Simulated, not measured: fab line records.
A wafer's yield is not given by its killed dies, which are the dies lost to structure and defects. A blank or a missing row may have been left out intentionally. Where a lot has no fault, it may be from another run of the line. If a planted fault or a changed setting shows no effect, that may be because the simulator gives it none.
fab line records | flow sky130
record: lots: 6 | wafers: 18 | last-day: 50
route steps=708 shown CONTACT@406
lots untouched by any fault: they come from a run of this same line in which no faults occurred
start-h: start of the lot's first displayed wafer, in hours after the record's first day | wait-h: hours from the lot's prior step to this one | " identical to the entry in the row above | L1.1+2: a row that stands for several wafers | - no value, or no start was given | * or withheld: withheld | < > ~ a bound
route shown NAME@n: a module of which the file shows steps, and the number in the route of the first | usual: mean/standard deviation taken from wafers without a fault | same: alike in all rows | chamber/n: place in a boat | sites: each site's reading | _std_site: their standard deviation | _edge_site: outer sites' mean less inner sites' | radius-mm: for every site, how far away it sits from the centre of the wafer | mask NAME#n: copy n | behind: the tool/chamber that last shaped the wafer | hold: reason for holding the lot/hours on hold/outcome of the hold | device: whichever transistor did not switch (one of n, p or np) | end of line: the route-end tests of the same wafers | for a step that has no rows: nothing shown but its recipe | killed: dies that structure and defects cost at the first sort, which is not the same as the wafer's yield | map: per-die view of a wafer (x killed, . not killed, _ where there is no die)
set.NAME: the setting as run; set.NAME@STEP: as run at that earlier step | model.NAME: the simulator's own value behind a step, which no gauge read
lots at some steps of the route; a table a step, a row a wafer
services: when a tool's chamber went out of use (start-h, in hours from the record's first day, below 0 if earlier), for how many hours, and the reason
== steps ==
step: SKY_CONTACT_CVD_00
recipe: material: Si3N4 | target-thk-nm: 75 | temp-c: 400 | time-s: withheld | rf-w: 450
usual: heater-power-w: 742/86
lot.wafer | tool     | chamber | start-h | wait-h | heater-power-w
L416.2    | pecvd-03 | 0       | 743.38  | 0.0    | 860
L416.4    | "        | 1       | "       | "      | 706
L416.5    | "        | 2       | "       | "      | 818
L417.2    | pecvd-03 | 2       | 751.46  | 0.0    | 672
L417.5    | "        | 0       | "       | "      | 875
L417.6    | "        | 2       | "       | "      | 693
L420.2    | pecvd-01 | 2       | 769.34  | 0.0    | 573
L420.4    | "        | 0       | "       | "      | 732
L420.5    | "        | 1       | "       | "      | 720
L421.2    | pecvd-03 | 0       | 784.85  | 0.0    | 821
L421.4    | "        | 0       | "       | "      | 831
L421.5    | "        | 1       | "       | "      | 632
L424.2    | pecvd-01 | 2       | 804.82  | 0.0    | 633
L424.3    | "        | 2       | "       | "      | 636
L424.5    | "        | 1       | "       | "      | 717
L434.2    | pecvd-01 | 1       | 889.05  | 0.0    | 622
L434.3    | "        | 0       | "       | "      | 711
L434.4    | "        | 2       | "       | "      | 579
step: SKY_CONTACT_THK_MEAS_01
recipe: reads: Si3N4_of_CONTACT_CVD_00
usual: CONTACT_CVD_00_THK: 74.9/1.1
lot.wafer | tool          | chamber | start-h | wait-h | CONTACT_CVD_00_THK[nm]
L416.2    | film-metro-04 | -       | 743.42  | -      | 75.0
L416.4    | "             | -       | "       | "      | 75.9
L416.5    | "             | -       | "       | "      | 75.7
L417.2    | film-metro-04 | -       | 751.50  | -      | 73.9
L417.5    | "             | -       | "       | "      | 74.5
L417.6    | "             | -       | "       | "      | 75.5
L420.2    | film-metro-02 | -       | 769.38  | -      | 72.3
L420.4    | "             | -       | "       | "      | 74.0
L420.5    | "             | -       | "       | "      | 74.8
L421.2    | film-metro-03 | -       | 784.90  | -      | 73.4
L421.4    | "             | -       | "       | "      | 74.4
L421.5    | "             | -       | "       | "      | 76.9
L424.2    | film-metro-02 | -       | 804.88  | -      | 74.4
L424.3    | "             | -       | "       | "      | 76.2
L424.5    | "             | -       | "       | "      | 75.4
L434.2    | film-metro-03 | -       | 889.09  | -      | 73.8
L434.3    | "             | -       | "       | "      | 74.1
L434.4    | "             | -       | "       | "      | 75.7
step: SKY_CONTACT_HDPCVD_02
recipe: material: SiO2 | target-thk-nm: 565 | sigma-open-frac: 0.3 | time-s: 94.2 | temp-c: 600 | sih4-flow-sccm: 60 | pressure-mtorr: 6
step: SKY_CONTACT_THK_MEAS_03
recipe: reads: SiO2_of_CONTACT_HDPCVD_02
usual: CONTACT_HDPCVD_THK: 565/5.6
lot.wafer | tool          | chamber | start-h | wait-h | CONTACT_HDPCVD_THK[nm]
L416.2    | film-metro-03 | -       | 743.55  | 0.0    | 565
L416.4    | "             | -       | "       | "      | 562
L416.5    | "             | -       | "       | "      | 563
L417.2    | film-metro-03 | -       | 751.63  | 0.0    | 563
L417.5    | "             | -       | "       | "      | 563
L417.6    | "             | -       | "       | "      | 570
L420.2    | film-metro-04 | -       | 769.51  | 0.0    | 565
L420.4    | "             | -       | "       | "      | 563
L420.5    | "             | -       | "       | "      | 566
L421.2    | film-metro-02 | -       | 785.03  | 0.0    | 562
L421.4    | "             | -       | "       | "      | 564
L421.5    | "             | -       | "       | "      | 573
L424.2    | film-metro-03 | -       | 805.01  | 0.0    | 572
L424.3    | "             | -       | "       | "      | 568
L424.5    | "             | -       | "       | "      | 576
L434.2    | film-metro-04 | -       | 889.22  | 0.0    | 555
L434.3    | "             | -       | "       | "      | 562
L434.4    | "             | -       | "       | "      | 561
step: SKY_CONTACT_CMP_04
recipe: material: SiO2 | down-force-psi: 4 | platen-rpm: 60 | pad-velocity-m-s: 0.94248
usual: edge-zone-pressure-frac: 1.000/0.0052 | head-pressure-psi: 4.000/0.0088 | motor-current-A: 12.5/1.5 | time-to-endpoint-s: 84/4.7
lot.wafer | tool   | chamber | start-h | wait-h | edge-zone-pressure-frac | head-pressure-psi | motor-current-A | time-to-endpoint-s
L416.4    | cmp-02 | 1       | 743.65  | 0.1    | 1.001                   | 3.989             | 10.9            | 80
L416.2    | "      | 2       | "       | "      | 0.999                   | 4.019             | 15.3            | 77
L416.5    | "      | 1       | "       | "      | 1.001                   | 3.993             | 10.7            | 82
L417.2    | cmp-01 | 2       | 751.68  | 0.0    | 0.998                   | 4.013             | 12.0            | 93
L417.5    | "      | 2       | "       | "      | 0.991                   | 4.012             | 12.3            | 94
L417.6    | "      | 3       | "       | "      | 0.995                   | 4.003             | 12.0            | 93
L420.2    | cmp-02 | 1       | 769.61  | 0.1    | 1.006                   | 4.005             | 10.8            | 83
L420.4    | "      | 3       | "       | "      | 1.002                   | 3.984             | 12.7            | 82
L420.5    | "      | 1       | "       | "      | 1.000                   | 4.007             | 10.5            | 87
L421.4    | cmp-02 | 2       | 785.13  | 0.1    | 0.999                   | 4.001             | 14.4            | 80
L421.2    | "      | 3       | "       | "      | 0.997                   | 4.013             | 13.0            | 80
L421.5    | "      | 2       | "       | "      | 1.003                   | 4.002             | 14.4            | 80
L424.2    | cmp-01 | 3       | 805.16  | 0.1    | 1.009                   | 4.000             | 11.7            | 91
L424.3    | "      | 0       | "       | "      | 1.000                   | 4.003             | 14.2            | 86
L424.5    | "      | 1       | "       | "      | 1.009                   | 3.988             | 13.1            | 90
L434.3    | cmp-02 | 0       | 889.97  | 0.7    | 1.002                   | 4.000             | 11.2            | 84
L434.4    | "      | 1       | "       | "      | 0.996                   | 3.994             | 11.3            | 85
L434.2    | "      | 3       | "       | "      | 0.994                   | 4.003             | 12.2            | 80
step: SKY_CONTACT_BOW_MEAS_05
recipe: mode: bow
usual: CONTACT_BOW: 81/6.5
lot.wafer | tool          | chamber | start-h | wait-h | CONTACT_BOW[um]
L416.2    | film-metro-03 | -       | 743.92  | 0.2    | 92
L416.4    | "             | -       | "       | "      | 92
L416.5    | "             | -       | "       | "      | 88
L417.2    | film-metro-02 | -       | 752.00  | 0.3    | 82
L417.5    | "             | -       | "       | "      | 82
L417.6    | "             | -       | "       | "      | 88
L420.2    | film-metro-04 | -       | 769.88  | 0.2    | 98
L420.4    | "             | -       | "       | "      | 82
L420.5    | "             | -       | "       | "      | 78
L421.2    | film-metro-04 | -       | 785.40  | 0.2    | 82
L421.4    | "             | -       | "       | "      | 68
L421.5    | "             | -       | "       | "      | 73
L424.2    | film-metro-03 | -       | 805.38  | 0.2    | 93
L424.3    | "             | -       | "       | "      | 85
L424.5    | "             | -       | "       | "      | 83
L434.2    | film-metro-04 | -       | 890.29  | 0.1    | 90
L434.3    | "             | -       | "       | "      | 75
L434.4    | "             | -       | "       | "      | 79
step: SKY_CONTACT_DEHYDRATE_06
recipe: temp-c: 200 | time-s: 60
step: SKY_CONTACT_HMDS_07
recipe: prime-time-s: 60 | prime-temp-c: 120
step: SKY_CONTACT_COAT_08
recipe: resist: BARC | temp-c: withheld | time-s: withheld | spin-rpm: 3000 | resist-thk-nm: 60
step: SKY_CONTACT_COAT_09
recipe: resist: KrF-thick | spin-rpm: 3000 | resist-thk-nm: 450
step: SKY_CONTACT_SOFTBAKE_10
recipe: temp-c: 100 | time-s: 90 | resist: KrF-thick
step: SKY_CONTACT_EXPOSE_11
recipe: mask-id: CTM1 | na: 0.8 | source-shape: annular | sigma-inner: 0.55 | sigma-outer: 0.85 | target-cd-nm: 170 | dose-mj: 38
step: SKY_CONTACT_PEB_12
recipe: peb-temp-c: withheld | peb-time-s: withheld | resist: KrF-thick
usual: chill-plate-temp-C: * | exhaust-pa: 45.3/0.87 | resist-line-temp-C: *
lot.wafer | tool           | chamber | start-h | wait-h | chill-plate-temp-C | exhaust-pa | resist-line-temp-C
L416.2    | litho-track-04 | 0       | 771     | -      | *                  | 44.2       | *
L416.4    | "              | 0       | "       | "      | *                  | 45.0       | *
L416.5    | "              | 0       | "       | "      | *                  | 45.0       | *
L417.2    | litho-track-02 | 0       | 778     | -      | *                  | 45.1       | *
L417.5    | "              | 0       | 779     | -      | *                  | 45.6       | *
L417.6    | "              | 0       | "       | "      | *                  | 48.1       | *
L420.2    | litho-track-03 | -       | 796     | -      | -                  | -          | -
L420.4    | "              | -       | "       | "      | -                  | -          | -
L420.5    | "              | -       | "       | "      | -                  | -          | -
L421.2    | litho-track-04 | -       | 811     | -      | -                  | -          | -
L421.4    | "              | -       | "       | "      | -                  | -          | -
L421.5    | "              | -       | "       | "      | -                  | -          | -
L424.2    | litho-track-04 | 0       | 831     | -      | *                  | 47.0       | *
L424.3    | "              | 0       | "       | "      | *                  | 45.4       | *
L424.5    | "              | 0       | "       | "      | *                  | 46.7       | *
L434.2    | litho-track-02 | 0       | 915     | -      | *                  | 46.8       | *
L434.3    | "              | 0       | "       | "      | *                  | 45.4       | *
L434.4    | "              | 0       | "       | "      | *                  | 46.6       | *
step: SKY_CONTACT_DEVELOP_13
recipe: develop-time-s: 60 | resist: KrF-thick | dev-temp-c: 21
== services ==
tool     | chamber | start-h | hours | kind
cmp-02   | -       | 721.33  | 15.0  | pm
cmp-02   | -       | 721.96  | 0.5   | repair
pecvd-01 | 1       | 732.85  | 5.0   | repair
pecvd-01 | -       | 740.25  | 1.8   | repair
cmp-01   | -       | 743.66  | 0.6   | repair
cmp-02   | -       | 744.20  | 4.0   | pm
pecvd-03 | 2       | 744.90  | 3.5   | repair
cmp-02   | -       | 748.20  | -     | consumable-replace:conditioner
pecvd-01 | -       | 765.03  | 1.2   | repair
cmp-02   | -       | 780.30  | 1.2   | repair
cmp-01   | -       | 786.33  | 5.1   | pm
pecvd-03 | 2       | 786.54  | 8.8   | repair
cmp-01   | -       | 795.24  | 0.8   | repair
cmp-01   | -       | 796.11  | 2.8   | repair
cmp-02   | -       | 800.65  | 1.4   | repair
cmp-02   | -       | 806.36  | 3.8   | pm
pecvd-03 | 2       | 821.55  | 8.7   | repair
cmp-02   | -       | 823.11  | 11.2  | repair
cmp-01   | -       | 834.58  | 0.5   | repair
pecvd-03 | -       | 847.67  | 2.8   | pm
cmp-01   | -       | 863.43  | 74.2  | repair
pecvd-03 | 1       | 864.90  | 5.5   | repair
cmp-02   | -       | 883.65  | 3.6   | repair
cmp-01   | -       | 911.60  | 1.1   | repair
== key ==
first-sign: step: SKY_CONTACT_PEB_12 | reading: tool-record | direction: missing
effect none on later readings
met-at SKY_CONTACT_PEB_12
struck-wafers L420.2,L420.4,L420.5,L421.2,L421.4,L421.5
later-rows-left-out L420.2,L420.4,L420.5,L421.2,L421.4,L421.5
sort-left-out L420.2,L420.4,L420.5,L421.2,L421.4,L421.5
tester-left-out L420,L421
onset-between 771 796
fault: kind: skipped-step-whole | tool: litho-track-03,litho-track-04 | chamber: - | onset-h: 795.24 | steps: SKY_CONTACT_PEB_12 | scope: struck-lots-only
tester-left-out: of these lots the tester's yield and bins aren't shown, on N5 and GAA mostly nor the transistor test; their killed dies are dies lost to structure and defects alone, not to doping, threshold or leakage, so they don't give the yield
sort-left-out: the simulated sort isn't trusted on such a fault, so these wafers' sort isn't shown, and their yield isn't known
later-rows-left-out: the simulator's readings of these wafers behind a module that went badly wrong aren't trusted and aren't shown, but for the sort
